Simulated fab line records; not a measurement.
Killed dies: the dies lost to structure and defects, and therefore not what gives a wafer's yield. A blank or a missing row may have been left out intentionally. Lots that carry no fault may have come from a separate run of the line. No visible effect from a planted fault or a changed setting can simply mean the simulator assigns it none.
What tool caused it? ; flow gf180mcu ; 42 wafers from 14 lots sampled at 2 of the route's 602 steps

== WHAT THE GAUGES SHOWED, per wafer ==
GF_VT_IMPLANT_TW_MEAS_21. Usual: VT_IMPLANT_2_TW typically reads 1226, with standard deviation 7.8.
lot;measured;on;VT_IMPLANT_2_TW;flag
L666;day 6 05:06;film_metro-01;1221 1223 1221;
L668;day 6 17:06;film_metro-02;1234 1230 1230;
L669;day 7 01:53;film_metro-01;1228 1229 1233;
L670;day 7 05:32;film_metro-01;1228 1228 1222;
L671;day 7 14:05;film_metro-02;1223 1219 1225;
L674;day 8 10:44;film_metro-02;1230 1227 1234;
L675;day 8 14:44;film_metro-02;1233 1229 1232;
L678;day 9 08:49;film_metro-04;1218 1210 1217;
L679;day 9 15:48;film_metro-02;1228 1226 1226;
L680;day 10 00:00;film_metro-02;1228 1225 1237;
L681;day 10 07:43;film_metro-01;1234 1245 1231;
L684;day 10 23:09;film_metro-02;1197 1203 1195;OFF
L687;day 11 23:02;film_metro-04;1184 1183 1183 1183 1181 1182;OFF
L689;day 12 13:32;film_metro-04;1225 1227 1217;

== WHAT TOOL EACH LOT RAN ON (gives the tool, then ch and the chambers of the sampled wafers, and finally the start) ==
lot;GF_VT_IMPLANT_IMPLANT_19
L666;implanter-04 ch 0, day 6 04:53
L668;implanter-04 ch 0, day 6 16:52
L669;implanter-03 ch 0, day 7 01:38
L670;implanter-01 ch 0, day 7 05:17
L671;implanter-01 ch 0, day 7 13:52
L674;implanter-03 ch 0, day 8 10:31
L675;implanter-04 ch 0, day 8 14:29
L678;implanter-04 ch 0, day 9 08:35
L679;implanter-03 ch 0, day 9 15:33
L680;implanter-03 ch 0, day 9 23:46
L681;implanter-01 ch 0, day 10 07:30
L684;implanter-03 ch 0, day 10 22:54
L687;implanter-03 ch 0, day 11 22:47
L689;implanter-04 ch 0, day 12 13:17
- GF_VT_IMPLANT_IMPLANT_19

== WHAT THE TOOLS THEMSELVES READ (means of the sampled wafers that have a number; where no wafer has one, the mark that the record gives instead) ==
GF_VT_IMPLANT_IMPLANT_19. Usual: beam_on_s 9.97 s, standard deviation 0.19; dose_ions_cm2 4.351e+12, standard deviation 4.5e+09; faraday_current_uA 24.6, standard deviation 0.46.
lot;tool;beam_on_s (s);dose_ions_cm2;faraday_current_uA;flag
L666;implanter-04;9.96;4.350e+12;24.5;
L668;implanter-04;10.05;4.344e+12;24.4;
L669;implanter-03;9.79;4.348e+12;24.9;
L670;implanter-01;10.20;4.355e+12;24.0;
L671;implanter-01;9.93;4.349e+12;24.7;
L674;implanter-03;10.18;4.346e+12;24.1;
L675;implanter-04;9.85;4.352e+12;24.9;
L678;implanter-04;9.94;4.353e+12;24.7;
L679;implanter-03;9.75;4.352e+12;25.2;
L680;implanter-03;9.97;4.352e+12;24.7;
L681;implanter-01;10.09;4.353e+12;24.3;
L684;implanter-03;10.03;4.039e+12;22.7;OFF
L687;implanter-03;9.91;4.033e+12;22.9;OFF
L689;implanter-04;9.96;4.349e+12;24.6;

== THE ANSWER, worked out from the rows above alone ==
Rule: a lot counts as off when the mean over its wafers that have a number is more than 3 standard deviations away from the usual mean. A lot without any number at a reading at which 4 lots or more have one is off too. The other lots that the step has rows for count as sound. First the gauges in route order, then the tools' own readings, where a lot's mean is used as printed above. The first step at which some lot is off is used, and at that step the reading that is off furthest; a lot without a number counts as furthest.
Off: at GF_VT_IMPLANT_TW_MEAS_21 (VT_IMPLANT_2_TW), L684, L687.
A tool fits if, at a process step before that reading, it ran every lot that is off, and no sound lot after the first of them. Not tried: the gauges at GF_VT_IMPLANT_TW_MEAS_21; whatever is off there is also off at GF_VT_IMPLANT_IMPLANT_19, on other tools, and gauge error can't account for it. One fits: implanter-03 at GF_VT_IMPLANT_IMPLANT_19. Its last sound lot is L680 (day 9 23:46), its first lot that is off L684 (day 10 22:54): a fault that began between those two fits.
The tool's own readings at GF_VT_IMPLANT_IMPLANT_19 bear it out: on the lots that are off they differ by more than 5 times the standard deviation of the sound lots' means. dose_ions_cm2 reads 4.036e+12 there against 4.350e+12 on the sound lots; faraday_current_uA reads 22.8 there against 24.6 on the sound lots.

== WHAT THE SIMULATOR HAD PUT IN ==
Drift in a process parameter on implanter-03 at GF_VT_IMPLANT_IMPLANT_19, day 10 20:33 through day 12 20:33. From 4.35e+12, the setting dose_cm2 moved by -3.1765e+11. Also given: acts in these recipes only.
Lots struck among those shown: L684, L687. The rule above found the same.
